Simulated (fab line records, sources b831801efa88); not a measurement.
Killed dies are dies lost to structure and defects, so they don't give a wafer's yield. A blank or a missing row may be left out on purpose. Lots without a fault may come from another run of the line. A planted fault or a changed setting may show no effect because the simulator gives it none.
A struck lot beside a sound one | flow sky130 | 14 steps out of a route of 708
Sound: wafers L666.2, L666.4, L666.5. Struck: wafers L662.1, L662.5, L662.6. The cause comes at the end.
At each step with rows: each side's tool, then ch and its chambers, then its first start. Under that, the readings that differ: sound wafers | struck wafers | difference of the means | sigmas: that difference in standard deviations of wafers without a fault.
alike: readings whose means differ by less than 2 such deviations, and words and numbers that are the same on both sides. not compared: withheld readings, readings that some wafer has no value for, bounds like >300 that may hide the same value, and numbers for which the record gives no deviation and whose values overlap.
The two part at a step that has a row with sigmas, a row that says differs or no value, or rows on one side only. Numbers that don't overlap but have no deviation are shown without sigmas and don't part them. A reading that every wafer of one side lacks parts them only if that side has two wafers or more.

first, 3 steps without rows for these wafers: SKY_VT_ADJUST_LVTN_EXPOSE_04 (exposes mask NWM COMPLEMENT LESS NATIVE, target cd 840 nm); SKY_VT_ADJUST_LVTN_PEB_05; SKY_VT_ADJUST_LVTN_DEVELOP_06 (develop time 60 s).
SKY_VT_ADJUST_LVTN_OVL_MEAS_07:
  sound on overlay-01, day 12 07:20; struck on overlay-02, day 11 02:45
  alike: VT_ADJUST_LVTN_OVL
then, 1 step without rows for these wafers: SKY_VT_ADJUST_LVTN_IMPLANT_08.
SKY_VT_ADJUST_LVTN_STRIP_09: strips in O2/N2.
  sound on plasma_asher-04 ch 0, day 12 07:31; struck on plasma_asher-01 ch 0,1, day 11 02:56
  alike: drypump_motor_current_A, n2_flow_sccm, oes_product_au, strip_time_to_endpoint_s
  not compared: rf_hours_counter_h
SKY_VT_ADJUST_LVTN_TW_MEAS_10:
  sound on film_metro-02, day 12 07:37; struck on film_metro-04, day 11 03:02
  reading           | sound             | struck            | difference | sigmas
  VT_ADJUST_LVTN_TW | 239.5 238.4 238.5 | 244.2 242.5 244.0 | +4.8       | +2
then, 5 steps without rows for these wafers: SKY_VT_ADJUST_LVTN_DEHYDRATE_11 (time 60 s); SKY_VT_ADJUST_LVTN_HMDS_12 (prime time 60 s); SKY_VT_ADJUST_LVTN_COAT_13 (resist thk 1140 nm); SKY_VT_ADJUST_LVTN_SOFTBAKE_14 (time 60 s); SKY_VT_ADJUST_LVTN_EXPOSE_15 (exposes mask HVN STD DERIVED, target cd 600 nm).
SKY_VT_ADJUST_LVTN_PEB_16:
  sound on litho_track-03 ch 0, day 13 08:07; struck on litho_track-02, day 12 01:27
  reading         | sound          | struck | difference                    | sigmas
  exhaust_pa (Pa) | 45.8 47.1 44.9 | - - -  | no value on the struck wafers |
  not compared: chill_plate_temp_C
then, 1 step without rows for these wafers: SKY_VT_ADJUST_LVTN_DEVELOP_17 (develop time 60 s).

WHERE THEY PART
First at SKY_VT_ADJUST_LVTN_TW_MEAS_10; last, within this record, at SKY_VT_ADJUST_LVTN_PEB_16.

WHY: what the simulator had put in
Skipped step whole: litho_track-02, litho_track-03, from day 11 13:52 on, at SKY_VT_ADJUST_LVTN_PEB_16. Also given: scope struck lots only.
